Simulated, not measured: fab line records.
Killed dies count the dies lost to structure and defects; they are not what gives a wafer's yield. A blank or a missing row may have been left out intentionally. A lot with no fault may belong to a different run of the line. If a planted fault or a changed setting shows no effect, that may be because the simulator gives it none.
fab line records	flow sky130
[record] lots = 11	wafers = 33	last_day = 49
route steps=708 shown CAP2M@616 METAL4@630 VIA4@650 PASSIVATION@681
lots with no fault: from the same line, run without faults
start_h: hours from the record's first day to the start of the lot's first wafer shown	wait_h: hours elapsed since this lot's preceding step	" repeats the value in the row above	L1.1+2: a row that stands for several wafers	- value missing, or start not given	* or withheld: withheld	< > ~ a bound
route shown NAME@n: NAME is a module with steps in the file, n the number in the route of the first one	usual: mean and standard deviation over wafers with no fault	same: alike in all rows	chamber/n: place in a boat	sites: each site's reading	_std_site: the standard deviation of these	_edge_site: mean of outer sites minus mean of inner sites	radius_mm: for every site, how far away it sits from the centre of the wafer	mask NAME#n: copy n	behind: the most recent tool/chamber to have shaped the wafer	hold: cause of the lot's hold/its duration in hours/its outcome	device: whichever transistor did not switch (one of n, p or np)	end of line: at the end of the route, the tests of the same wafers	a step with no rows: only its recipe	killed: dies lost to structure and defects at the first sort, not the wafer's yield	map: shows each die of a wafer: x if killed, . if not, _ if none is there
set.NAME: the run value of the setting; set.NAME@STEP: its run value at that earlier step	model.NAME: the simulator's own value behind a step, which no gauge read
steps of the route over a sample of lots; a table a step, a row a wafer
services: when a tool's chamber went out of use (start_h, in hours from the record's first day, below 0 if earlier), for how many hours, and the reason
[[steps]]
[step SKY_CAP2M_METAL_ETCH_13]
[recipe] target_depth_nm = 220	stop_on = SiO2	chemistry = Cl2/BCl3	target = TiN	pressure_mtorr = 10	icp_w = 900	bias_w = 48.5	Cl2_flow_sccm = 60	bcl3_flow_sccm = 30	time_s = 62.9
[usual] drypump_motor_current_A = 5.6/0.41	oes_product_au = 0.942/0.0073	rf_fwd_power_W = 891.4/2.8	throttle_valve_pct = 21.902/0.011
lot.wafer	tool	chamber	start_h	wait_h	drypump_motor_current_A	oes_product_au	rf_fwd_power_W	rf_hours_counter_h	throttle_valve_pct
L505.1	rie_metal-02	1	953.06	0.0	5.0	0.955	892.5	11	21.901
L505.3	"	1	"	"	5.1	0.941	891.9	-	21.881
L505.4	"	0	"	"	5.2	0.949	890.5	-	21.895
L506.4	rie_metal-03	0	953.68	0.0	6.2	0.948	897.2	-	21.894
L506.5	"	1	"	"	5.9	0.950	892.6	-	21.887
L506.6	"	0	"	"	6.2	0.939	893.8	-	21.908
L508.1	rie_metal-04	0	977.80	0.0	6.0	0.945	894.8	14	21.904
L508.3	"	1	"	"	5.5	0.949	887.5	-	21.927
L508.4	"	0	"	"	5.9	0.943	889.6	-	21.909
L509.2	rie_metal-02	0	979.60	0.0	5.2	0.930	891.5	15	21.913
L509.3	"	1	"	"	5.0	0.943	891.3	-	21.900
L509.4	"	0	"	"	5.2	0.944	897.0	-	21.902
L510.3	rie_metal-04	0	988.82	0.0	6.0	0.943	889.7	-	21.905
L510.4	"	1	"	"	5.5	0.937	892.4	-	21.909
L510.6	"	1	"	"	5.5	0.950	891.8	-	21.891
L511.1	rie_metal-03	1	994.31	0.0	5.9	0.953	894.9	12	21.911
L511.3	"	0	"	"	6.2	0.948	895.8	-	21.895
L511.6	"	1	"	"	5.9	0.945	891.6	-	21.901
L513.4	rie_metal-02	0	1008.39	0.0	5.2	0.936	891.7	-	21.900
L513.5	"	1	"	"	5.0	0.941	890.8	-	21.926
L513.6	"	0	"	"	5.2	0.941	890.6	-	21.933
L514.1	rie_metal-02	1	1020.05	0.0	5.0	0.950	887.7	14	21.878
L514.2	"	0	"	"	5.2	0.945	892.4	17	21.893
L514.4	"	0	"	"	5.2	0.937	895.0	-	21.911
L518.3	rie_metal-04	1	1047.54	0.0	5.5	0.942	894.2	-	21.891
L518.4	"	0	"	"	6.0	0.958	894.9	-	21.885
L518.6	"	1	"	"	5.5	0.956	895.0	-	21.890
L521.3	rie_metal-03	1	1064.18	0.0	5.9	0.936	894.8	-	21.909
L521.5	"	1	"	"	5.9	0.942	890.1	-	21.904
L521.6	"	0	"	"	6.2	0.936	889.7	-	21.895
L526.2	rie_metal-02	0	1089.00	0.0	5.2	0.944	894.4	21	21.896
L526.5	"	0	"	"	5.2	0.945	891.9	-	21.896
L526.6	"	1	"	"	5.0	0.934	887.5	-	21.920
[step SKY_METAL4_OVL_MEAS_14]
[usual] METAL4_OVL = 0/5.3
lot.wafer	tool	chamber	start_h	wait_h	METAL4_OVL[nm]
L505.1	overlay-02	-	977.20	0.1	9
L505.3	"	-	"	"	6
L505.4	"	-	"	"	10
L506.4	overlay-01	-	978.23	0.1	-2
L506.5	"	-	"	"	-1
L506.6	"	-	"	"	-3
L508.1	overlay-01	-	1001.46	0.1	6
L508.3	"	-	"	"	5
L508.4	"	-	"	"	4
L509.2	overlay-02	-	1003.32	0.1	1
L509.3	"	-	"	"	7
L509.4	"	-	"	"	8
L510.3	overlay-02	-	1011.81	0.1	1
L510.4	"	-	"	"	1
L510.6	"	-	"	"	-1
L511.1	overlay-02	-	1017.40	0.1	1
L511.3	"	-	"	"	3
L511.6	"	-	"	"	3
L513.4	overlay-02	-	1032.48	0.1	-4
L513.5	"	-	"	"	-2
L513.6	"	-	"	"	1
L514.1	overlay-02	-	1042.46	0.1	7
L514.2	"	-	"	"	0
L514.4	"	-	"	"	0
L518.3	overlay-02	-	1069.76	0.1	6
L518.4	"	-	"	"	8
L518.6	"	-	"	"	3
L521.3	overlay-01	-	1085.94	0.1	-1
L521.5	"	-	"	"	-1
L521.6	"	-	"	"	-7
L526.2	overlay-01	-	1109.40	0.1	-10
L526.5	"	-	"	"	-6
L526.6	"	-	"	"	-15
[step SKY_VIA4_OVL_MEAS_11]
[usual] VIA4_OVL = -0.2/1.4
lot.wafer	tool	chamber	start_h	wait_h	VIA4_OVL[nm]
L505.1	overlay-02	-	1001.62	0.1	2.0
L505.3	"	-	"	"	1.2
L505.4	"	-	"	"	1.7
L506.4	overlay-02	-	1001.94	0.1	0.5
L506.5	"	-	"	"	0.0
L506.6	"	-	"	"	-0.2
L508.1	overlay-02	-	1025.23	0.1	1.1
L508.3	"	-	"	"	1.0
L508.4	"	-	"	"	1.7
L509.2	overlay-02	-	1027.03	0.1	1.7
L509.3	"	-	"	"	1.1
L509.4	"	-	"	"	0.8
L510.3	overlay-01	-	1034.88	0.1	1.1
L510.4	"	-	"	"	0.1
L510.6	"	-	"	"	-1.0
L511.1	overlay-02	-	1041.02	0.1	1.4
L511.3	"	-	"	"	0.6
L511.6	"	-	"	"	-0.3
L513.4	overlay-01	-	1056.04	0.1	1.0
L513.5	"	-	"	"	1.0
L513.6	"	-	"	"	0.0
L514.1	overlay-01	-	1064.58	0.1	-2.2
L514.2	"	-	"	"	-1.9
L514.4	"	-	"	"	-2.5
L518.3	overlay-01	-	1091.69	0.1	0.4
L518.4	"	-	"	"	0.4
L518.6	"	-	"	"	0.3
L521.3	overlay-01	-	1107.29	0.1	-2.3
L521.5	"	-	"	"	-1.3
L521.6	"	-	"	"	-2.7
L526.2	overlay-01	-	1130.10	0.1	-2.3
L526.5	"	-	"	"	0.0
L526.6	"	-	"	"	-0.4
[step SKY_PASSIVATION_CVD_00]
[recipe] material = SiO2	target_thk_nm = 90	temp_c = 400	time_s = withheld	rf_w = 600
[usual] heater_power_w = 672/130	rf_fwd_power_W = 587.1/2.8
lot.wafer	tool	chamber	start_h	wait_h	heater_power_w	rf_fwd_power_W
L505.1	pecvd-03	0	1027.08	0.0	624	583.8
L505.3	"	2	"	"	513	587.3
L505.4	"	0	"	"	670	586.7
L506.4	pecvd-03	2	1027.36	0.0	504	584.6
L506.5	"	2	"	"	522	585.1
L506.6	"	0	"	"	731	587.2
L508.1	pecvd-04	2	1049.65	0.0	633	595.1
L508.3	"	0	"	"	648	586.6
L508.4	"	0	"	"	643	585.1
L509.2	pecvd-04	2	1051.12	0.0	701	595.6
L509.3	"	0	"	"	609	588.8
L509.4	"	1	"	"	653	587.5
L510.3	pecvd-03	1	1058.93	0.0	880	585.8
L510.4	"	0	"	"	749	585.9
L510.6	"	1	"	"	890	585.2
L511.1	pecvd-03	2	1064.97	0.0	481	585.3
L511.3	"	0	"	"	762	585.4
L511.6	"	1	"	"	827	584.0
L513.4	pecvd-04	2	1079.43	0.0	641	593.2
L513.5	"	0	"	"	600	591.0
L513.6	"	1	"	"	695	590.3
L514.1	pecvd-04	1	1088.26	0.0	703	589.6
L514.2	"	2	"	"	696	593.5
L514.4	"	2	"	"	683	593.5
L518.3	pecvd-02	1	1113.71	0.0	450	587.8
L518.4	"	0	"	"	702	587.4
L518.6	"	2	"	"	901	589.7
L521.3	pecvd-03	2	1129.80	0.0	600	585.1
L521.5	"	1	"	"	906	585.0
L521.6	"	2	"	"	612	588.3
L526.2	pecvd-03	1	1151.21	0.0	805	583.4
L526.5	"	2	"	"	567	585.3
L526.6	"	0	"	"	755	590.2
[step SKY_PASSIVATION_THK_MEAS_01]
[recipe] reads = SiO2_of_PASSIVATION_CVD_00
[usual] PASSIVATION_CVD_00_THK = 89.7/1.2
lot.wafer	tool	chamber	start_h	wait_h	hold	PASSIVATION_CVD_00_THK[nm]
L505.1	film_metro-03	-	1027.11	-	-	88.9
L505.3	"	-	"	"	-	90.6
L505.4	"	-	"	"	-	90.2
L506.4	film_metro-03	-	1027.42	-	-	91.2
L506.5	"	-	"	"	-	90.4
L506.6	"	-	"	"	-	90.1
L508.1	film_metro-04	-	1049.67	-	-	89.9
L508.3	"	-	"	"	-	90.6
L508.4	"	-	"	"	-	91.8
L509.2	film_metro-03	-	1051.15	-	-	88.4
L509.3	"	-	"	"	-	87.9
L509.4	"	-	"	"	-	89.9
L510.3	film_metro-03	-	1058.97	-	-	89.2
L510.4	"	-	"	"	-	90.8
L510.6	"	-	"	"	-	90.1
L511.1	film_metro-03	-	1064.99	-	-	89.3
L511.3	"	-	"	"	-	88.4
L511.6	"	-	"	"	-	90.7
L513.4	film_metro-02	-	1079.47	-	-	90.7
L513.5	"	-	"	"	-	90.3
L513.6	"	-	"	"	-	91.4
L514.1	film_metro-02	-	1088.28	-	-	88.9
L514.2	"	-	"	"	-	87.9
L514.4	"	-	"	"	-	89.6
L518.3	film_metro-03	-	1113.75	-	-	88.4
L518.4	"	-	"	"	-	89.5
L518.6	"	-	"	"	-	89.0
L521.3	film_metro-02	-	1129.84	-	await_dispo/0.2h/release	78.9
L521.5	"	-	"	"	await_dispo/0.2h/release	90.2
L521.6	"	-	"	"	await_dispo/0.2h/release	79.2
L521.3	film_metro-02	-	1130.07	0.2	-	78.9
L521.5	"	-	"	"	-	90.1
L521.6	"	-	"	"	-	79.2
L526.2	film_metro-04	-	1151.24	-	await_dispo/0.2h/release	91.3
L526.5	"	-	"	"	await_dispo/0.2h/release	82.1
L526.6	"	-	"	"	await_dispo/0.2h/release	90.6
L526.2	film_metro-04	-	1151.47	0.2	-	91.3
L526.5	"	-	"	"	-	82.1
L526.6	"	-	"	"	-	90.6
[[services]]
tool	chamber	start_h	hours	kind
pecvd-02	-	930.70	2.8	repair
rie_metal-04	-	966.03	0.4	repair
pecvd-03	1	972.64	5.5	scheduled_down
pecvd-03	1	978.10	2.1	scheduled_down
pecvd-02	0	981.69	6.7	repair
pecvd-03	1	990.98	5.5	scheduled_down
pecvd-04	0	993.68	2.1	scheduled_down
pecvd-03	1	999.38	-	clean
pecvd-03	1	999.38	-	consumable_replace:showerhead
pecvd-03	1	999.38	29.0	scheduled_down
pecvd-03	1	999.38	29.0	vent_cycle
pecvd-02	1	1001.57	9.3	repair
pecvd-02	2	1006.95	10.2	repair
pecvd-02	-	1025.83	6.0	pm
pecvd-02	0	1029.32	5.5	scheduled_down
rie_metal-02	-	1053.82	0.5	repair
rie_metal-02	-	1062.40	14.6	pm
pecvd-03	2	1065.01	20.4	repair
pecvd-03	-	1083.99	2.2	repair
pecvd-03	1	1103.63	16.5	scheduled_down
pecvd-04	-	1120.80	1.7	repair
pecvd-04	-	1134.49	0.7	repair
pecvd-02	2	1141.69	16.5	scheduled_down
[[key]]
[first_sign] step = SKY_PASSIVATION_THK_MEAS_01	reading = visit	direction = added
[effect] step = SKY_PASSIVATION_THK_MEAS_01	reading = PASSIVATION_CVD_00_THK	direction = down	sigmas = 8.3	usual = 89.7	struck = 80.1
met_at SKY_PASSIVATION_CVD_00
struck_lots L521,L526
struck_wafers L521.3,L521.6,L526.5
not_acting_at SKY_CAP2M_METAL_ETCH_13,SKY_METAL4_OVL_MEAS_14,SKY_VIA4_OVL_MEAS_11
onset_between 1064.97 1129.80
[fault] kind = site_profile_drift	tool = pecvd-03	chamber = 2	onset_h = 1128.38	steps = SKY_PASSIVATION_CVD_00	basis = fraction	max_abs_drift = 0.2554	slope_share_per_hr = 127.7	site_pattern = 0,0,0,0,0,-1,-1,-1,-1
